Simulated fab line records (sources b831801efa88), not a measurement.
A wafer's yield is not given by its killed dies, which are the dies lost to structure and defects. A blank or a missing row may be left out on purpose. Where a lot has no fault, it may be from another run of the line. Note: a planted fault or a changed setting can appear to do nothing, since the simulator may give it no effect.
The same fault as seen by 2 desks -- flow sky130 -- numbers are kept per desk, each desk with only its own; the story behind them comes last

DESK OF THE TOOL OWNER: litho-track-01
The tool's own readings at SKY_LOCAL_INTERCONNECT_COAT_05 (resist thk 60 nm): means of the sampled wafers that have a number, for each lot that ran on this tool. The brackets show how far a lot's mean lies from the usual mean; more than 4 standard deviations puts the lot out of limits, marked OUT.
Columns: A = spin-speed-rpm at SKY_LOCAL_INTERCONNECT_COAT_05, usual 3000.5 rpm
lot,first seen here,A
L639,day 31 05:07,2999.5
L646,day 32 21:50,3091.0 (+50) OUT
L647,day 33 02:01,3090.7 (+50) OUT
L648,day 33 10:10,3089.2 (+49) OUT
This desk's verdict: out of limits on L646, L647, L648, starting with L646 at day 32 21:50 (spin-speed-rpm at SKY_LOCAL_INTERCONNECT_COAT_05). Within limits: L639.

THE METROLOGY DESK
Means of the sampled wafers that have a number, per lot and without regard to the tool the lot ran on: this is what the gauges read. The brackets show how far a lot's mean lies from the usual mean; more than 4 standard deviations puts the lot out of limits, marked OUT.
Columns: A = LI_CONTACT_W_RS at SKY_LI_CONTACT_RS_MEAS_22, usual 0.282 ohm/sq; B = LI_CONTACT_W_THK at SKY_LI_CONTACT_THK_MEAS_23, usual 414 nm; C = LOCAL_INTERCONNECT_TIN_RS at SKY_LOCAL_INTERCONNECT_RS_MEAS_01, usual 14.10 ohm/sq; D = LOCAL_INTERCONNECT_TIN_THK at SKY_LOCAL_INTERCONNECT_THK_MEAS_02, usual 100.9 nm; E = cd-nm at SKY_LOCAL_INTERCONNECT_CD_MEAS_11, usual 169.9 nm; F = LOCAL_INTERCONNECT_OVL at SKY_LOCAL_INTERCONNECT_OVL_MEAS_12, usual 1 nm
lot,first seen here,A,B,C,D,E,F
L639,day 30 15:09,0.287,399,14.35,98.8,169.4,0
L646,day 32 08:05,0.279,422,14.24,99.8,168.2,8
L647,day 32 11:50,0.281,407,13.94,101.6,171.8,2
L648,day 32 21:08,0.282,407,14.12,101.4,170.3,6
L652,day 34 05:28,0.284,416,14.15,100.2,170.2,2
L655,day 34 22:01,0.287,404,13.94,101.6,169.4,4
L656,day 35 08:52,0.276,423,14.09,100.6,169.7,-2
Result from this desk: across the 7 lots, nothing is out of limits.

TAKEN TOGETHER
At day 32 21:50, on L646, L647, L648, the tool owner's desk was in a position to raise an alarm.
Metrology desk: nothing out of limits seen.
The metrology desk has L646, L647, L648 on record, within its limits.
Of the lots named, all ran SKY_LOCAL_INTERCONNECT_COAT_05 on litho-track-01.

WHAT THE SIMULATOR PUT IN
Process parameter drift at SKY_LOCAL_INTERCONNECT_COAT_05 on litho-track-01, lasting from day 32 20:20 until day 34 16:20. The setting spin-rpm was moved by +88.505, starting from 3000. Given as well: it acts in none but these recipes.
Lots struck among those shown: L646, L647, L648.
Each desk's first reading out of limits, in hours after the fault started: the tool owner's desk, 2.
